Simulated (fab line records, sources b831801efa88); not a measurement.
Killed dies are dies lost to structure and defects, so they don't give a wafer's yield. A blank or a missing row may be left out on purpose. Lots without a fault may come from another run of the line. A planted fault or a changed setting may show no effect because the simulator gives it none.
Problem report in the 8D (eight disciplines) form, filled by code | flow sky130 | the parts of the form that need people (team, actions taken, sign-off) are left out

1. THE PROBLEM
VIA4_W_RS at SKY_VIA4_RS_MEAS_19 reads a mean of 0.1762 ohm/sq on 4 wafers of 2 lots; wafers without a fault read 0.2269 ohm/sq with a standard deviation of 0.0021. That is -24 standard deviations from the usual mean.
The step: measures by four-point-probe.
First seen on wafer L294.2, day 47 08:36, on film_metro-01. The record holds 30 wafers of 10 lots with a number at this step. Rule for "out", or "out of limits": more than 4 standard deviations from the usual mean. The other wafers with a number count as sound.

2. WHAT IT IS AND WHAT IT IS NOT
question                    | is                             | is not
which readings at this step | VIA4_W_RS                      | -
which lots                  | L294, L299                     | L281, L285, L287, L292, L296, L301, L302, L303
which wafers of those lots  | L294.2, L294.5, L299.2, L299.6 | L294.6, L299.1
read on which gauges        | film_metro-01, film_metro-02   | film_metro-04
when                        | from day 47 08:36              | up to then (16 sound wafers); but 10 sound wafers of L299, L301, L302, L303 came after

3. SUSPECTS, AND WHAT RULES EACH OUT
Counting: a tool at a process step up to the reading stays a suspect if it ran every lot that is out. Sound lots after the first of them don't rule it out here, since some wafers of a struck lot are sound.
- the gauge at SKY_VIA4_RS_MEAS_19: ruled out. The wafers that are out were read on 2 gauges (film_metro-01, film_metro-02).
- cvd_w-01 at SKY_VIA4_CVD_18 (deposits W, target thk 505 nm, time 152.14 s): kept. It ran every lot that is out, first L294 (day 47 08:26); its last sound lot up to then is L296 (day 47 03:56).
- Within cvd_w-01 at SKY_VIA4_CVD_18: the wafers that are out ran in chamber 1; their sound lot-mates ran in chamber 0.
Left after counting: cvd_w-01 at SKY_VIA4_CVD_18.

4. THE CAUSE (what the simulator had put in)
Process parameter drift: cvd_w-01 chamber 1, from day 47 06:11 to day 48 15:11, at SKY_VIA4_CVD_18. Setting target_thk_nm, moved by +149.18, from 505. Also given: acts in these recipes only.
Counting left only this tool.

5. THE CHAIN OF EFFECTS, in route order
Each row: a reading whose mean over the struck wafers that have a number lies more than 3 standard deviations from the usual. Only readings for which the record gives a usual standard deviation are gone through. hours: the time from each lot's start at the first step in this table that gives one to its start at this step, as a median over the lots. sigmas: the change in usual standard deviations.
hours | step                 | reading            | usual         | on struck wafers | change  | sigmas
0     | SKY_VIA4_RS_MEAS_19  | VIA4_W_RS          | 0.2269 ohm/sq | 0.1762           | -0.0507 | -24
3     | SKY_VIA4_THK_MEAS_20 | VIA4_W_THK         | 501 nm        | 648              | +147    | +20
8     | SKY_VIA4_CMP_21      | time_to_endpoint_s | 122 s         | 155              | +33     | +6.3
The process steps in it:
- SKY_VIA4_CMP_21: polishes, stops on SiO2, t overpolish 25 s, target thk 0 nm.

6. WHAT WOULD HAVE CAUGHT IT SOONER
In this record the first reading out of limits at a measuring or inspecting step was taken at day 47 08:36, 2 hours after the fault began at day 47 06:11.
Of the tool readings at SKY_VIA4_CVD_18 for which the record gives a usual standard deviation, none was out on any struck wafer, so an alarm limit of 4 standard deviations on them would not have fired.
Of the lots that are out (2), L299 began SKY_VIA4_CVD_18 on cvd_w-01 after day 47 08:36. A hold on the tool at that time would have spared it.
